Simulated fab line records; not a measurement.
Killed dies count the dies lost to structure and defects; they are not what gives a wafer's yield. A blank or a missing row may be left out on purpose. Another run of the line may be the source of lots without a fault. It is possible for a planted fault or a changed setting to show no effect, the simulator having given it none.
Problem report in the 8D (eight disciplines) form, filled by code :: flow sky130 :: the parts of the form that need people (team, actions taken, sign-off) are left out

1. THE PROBLEM
At SKY_LDD_HVN_IMPLANT_08, beam energy keV averages 62.110 over 9 wafers from 3 lots, while fault-free wafers read 59.996, standard deviation 0.02. That is +99 or more standard deviations from the usual mean.
The first sign was on wafer L117.1 at day 24 06:52, on implanter-01. The record has a number at this step for 21 wafers belonging to 7 lots. Rule for "out", or "out of limits": more than 4 standard deviations from the usual mean. The other wafers with a number count as sound.

2. WHAT THIS IS AND IS NOT
question: which readings at this step
is: beam energy keV
is not: -

question: which lots
is: L117, L118, L122
is not: L108, L110, L120, L129

question: which wafers of those lots
is: all that have a number
is not: -

question: read on which tools
is: implanter-01
is not: implanter-03, implanter-04

question: when
is: from day 24 06:52
is not: up to then (6 sound wafers); but 6 sound wafers of L120, L129 came after

3. THE SUSPECTS, EACH WITH WHAT RULES IT OUT
Counting: a tool at any process step up to the reading remains a suspect when it ran all the lots that are out and ran no sound lot after the first of those.
- implanter-01 at SKY_LDD_HVN_IMPLANT_08: kept. Every lot that is out went through it, starting with L117 (day 24 06:52), and after that it ran no sound lot; the last sound lot it ran before then is L108 (day 21 01:08). On those wafers its own readings are out: beam energy keV.
The count leaves implanter-01 at SKY_LDD_HVN_IMPLANT_08.

4. THE CAUSE (what the simulator had put in)
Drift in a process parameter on implanter-01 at SKY_LDD_HVN_IMPLANT_08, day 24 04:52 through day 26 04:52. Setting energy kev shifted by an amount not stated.
Counting left only this tool.

5. THE EFFECT CHAIN, in route order
One row per reading whose mean, taken over the struck wafers that have a number, lies over 3 standard deviations from the usual. Scope: only readings with a usual standard deviation given in the record; hours: median across lots of the time from each lot's start at the first step in this table that gives one to its start at this step; sigmas: change in usual standard deviations.
hours: 0
step: SKY_LDD_HVN_IMPLANT_08
reading: beam energy keV
usual: 59.996
on struck wafers: 62.110
change: +2.114
sigmas: +99 or more
It contains these process steps:
- SKY_LDD_HVN_IMPLANT_08

6. WHAT WOULD HAVE CAUGHT IT SOONER
2 hours passed between the start of the fault at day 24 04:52 and the first reading out of limits in this record, taken at day 24 06:52.
